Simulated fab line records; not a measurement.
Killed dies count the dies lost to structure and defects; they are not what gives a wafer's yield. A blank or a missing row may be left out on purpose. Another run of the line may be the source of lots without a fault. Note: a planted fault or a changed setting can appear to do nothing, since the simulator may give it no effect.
Matching of chambers :: flow gf180mcu :: GF_V4_CVD_02 on pecvd-02 has 3 sister chambers
The step deposits SiO2 from TEOS, target thk 850 nm, time 94.851 s. 3 wafers are shown with their chamber, then 11 later ones without.

== WAFERS PAIRED WITH THEIR CHAMBERS ==
wafer: L081.4
chamber: 0
heater-power-w (W): 581

wafer: L081.5
chamber: 2
heater-power-w (W): 694

wafer: L083.2
chamber: 1
heater-power-w (W): 892

== WAFERS WITH NO CHAMBER GIVEN ==
wafer: L083.4
heater-power-w (W): 688

wafer: L083.5
heater-power-w (W): 718

wafer: L088.3
heater-power-w (W): 841

wafer: L088.4
heater-power-w (W): 520

wafer: L088.6
heater-power-w (W): 867

wafer: L091.1
heater-power-w (W): 695

wafer: L091.3
heater-power-w (W): 641

wafer: L091.4
heater-power-w (W): 856

wafer: L095.4
heater-power-w (W): 576

wafer: L095.5
heater-power-w (W): 733

wafer: L095.6
heater-power-w (W): 629

== EACH ONE'S CHAMBER ==
wafer: L083.4
from the rows above: 2
in truth: 2

wafer: L083.5
from the rows above: 2
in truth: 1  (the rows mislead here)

wafer: L088.3
from the rows above: 1
in truth: 1

wafer: L088.4
from the rows above: 0
in truth: 0

wafer: L088.6
from the rows above: 1
in truth: 1

wafer: L091.1
from the rows above: 2
in truth: 2

wafer: L091.3
from the rows above: can't be placed: 2 or 0
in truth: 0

wafer: L091.4
from the rows above: 1
in truth: 1

wafer: L095.4
from the rows above: 0
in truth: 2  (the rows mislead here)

wafer: L095.5
from the rows above: 2
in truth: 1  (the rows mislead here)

wafer: L095.6
from the rows above: can't be placed: 0 or 2
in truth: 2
Correct placement for 6 of the 11. Not placeable from these rows: 2 (in 2, the candidates include the true chamber). Placed wrongly: 3.
How it was worked out, from the rows above alone: a wafer's distance from a chamber is the root of the sum, over the readings, of the square of ((its reading less the chamber's mean) divided by the reading's scatter). If the next closest chamber is less than 2 further off than the closest, the wafer can't be placed; otherwise it belongs to the closest. The mean given for a chamber averages the wafers shown for that chamber. The scatter: root of mean squared gap, hidden wafer to nearest shown wafer, with one shown wafer a chamber.
